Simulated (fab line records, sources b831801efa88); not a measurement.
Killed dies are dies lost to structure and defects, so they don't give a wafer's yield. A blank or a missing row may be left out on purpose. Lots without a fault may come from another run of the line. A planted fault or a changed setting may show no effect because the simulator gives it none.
A struck lot beside a sound one | flow sky130 | 15 steps out of a route of 708
Sound: wafers L323.1, L323.3, L323.5. Struck: wafers L326.1, L326.2, L326.3. The cause comes at the end.
At each step with rows: each side's tool, then ch and its chambers, then its first start. Under that, the readings that differ: sound wafers | struck wafers | difference of the means | sigmas: that difference in standard deviations of wafers without a fault.
alike: readings whose means differ by less than 2 such deviations, and words and numbers that are the same on both sides. not compared: withheld readings, readings that some wafer has no value for, bounds like >300 that may hide the same value, and numbers for which the record gives no deviation and whose values overlap.
The two part at a step that has a row with sigmas, a row that says differs or no value, or rows on one side only. Numbers that don't overlap but have no deviation are shown without sigmas and don't part them. A reading that every wafer of one side lacks parts them only if that side has two wafers or more.

SKY_METAL1_STRIP_20: strips in O2/N2.
  sound on plasma_asher-03 ch 0,1, day 33 17:32; struck on plasma_asher-01 ch 0,1, day 34 18:49
  alike: drypump_motor_current_A, oes_product_au, strip_time_to_endpoint_s
  not compared: rf_hours_counter_h
then, 4 steps without rows for these wafers: SKY_METAL1_STRIP_21 (strips in post etch residue remover, time 1200 s); SKY_METAL1_CLEAN_22 (cleans in IPA, time 180 s); SKY_METAL1_CLEAN_23 (cleans in O3/DIW); SKY_VIA1_HDPCVD_00 (deposits SiO2, target thk 1030 nm, time 171.7 s).
SKY_VIA1_THK_MEAS_01:
  sound on film_metro-02, day 33 18:14; struck on film_metro-02, day 34 19:36
  alike: VIA1_HDPCVD_THK
SKY_VIA1_CMP_02: polishes SiO2.
  sound on cmp-02 ch 1,3, day 33 18:21; struck on cmp-02 ch 0,1,2, day 34 19:40
  alike: motor_current_A, retaining_ring_pressure_frac, slurry_filter_dp_kPa
SKY_VIA1_BOW_MEAS_03:
  sound on film_metro-01, day 33 18:36; struck on film_metro-03, day 34 19:58
  alike: VIA1_BOW
then, 4 steps without rows for these wafers: SKY_VIA1_DEHYDRATE_04 (time 60 s); SKY_VIA1_HMDS_05 (prime time 60 s); SKY_VIA1_COAT_06 (resist thk 60 nm); SKY_VIA1_COAT_07 (resist thk 450 nm).
SKY_VIA1_SOFTBAKE_08: time 90 s.
  sound on litho_track-03 ch 0, day 34 07:00; struck on litho_track-03 ch 0, day 35 08:00
  reading                  | sound                | struck            | difference | sigmas
  heater_power_total_W (W) | 57.18 57.50 57.41    | 55.58 55.79 55.82 | -1.63      | -14
  plate_temp_C (C)         | 100.03 100.03 100.03 | 97.80 97.82 97.83 | -2.21      | -17
then, 1 step without rows for these wafers: SKY_VIA1_EXPOSE_09 (exposes mask VIM, target cd 150 nm).
-- the record jumps here: 12 days lie between the struck wafers' starts before and after (it left off in module VIA1 and takes up again in module PAD_OPEN, whose first step shown is number 708 of the route) --
SKY_PAD_OPEN_PROBE_99:
  the record has rows for the struck wafers here (prober-02, day 46 22:51) and none for the sound ones

WHERE THEY PART
First at SKY_VIA1_SOFTBAKE_08; last, within this record, at SKY_PAD_OPEN_PROBE_99.

WHY: what the simulator had put in
Process parameter drift: litho_track-03, from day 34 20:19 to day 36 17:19, at SKY_VIA1_SOFTBAKE_08. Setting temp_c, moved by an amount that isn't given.
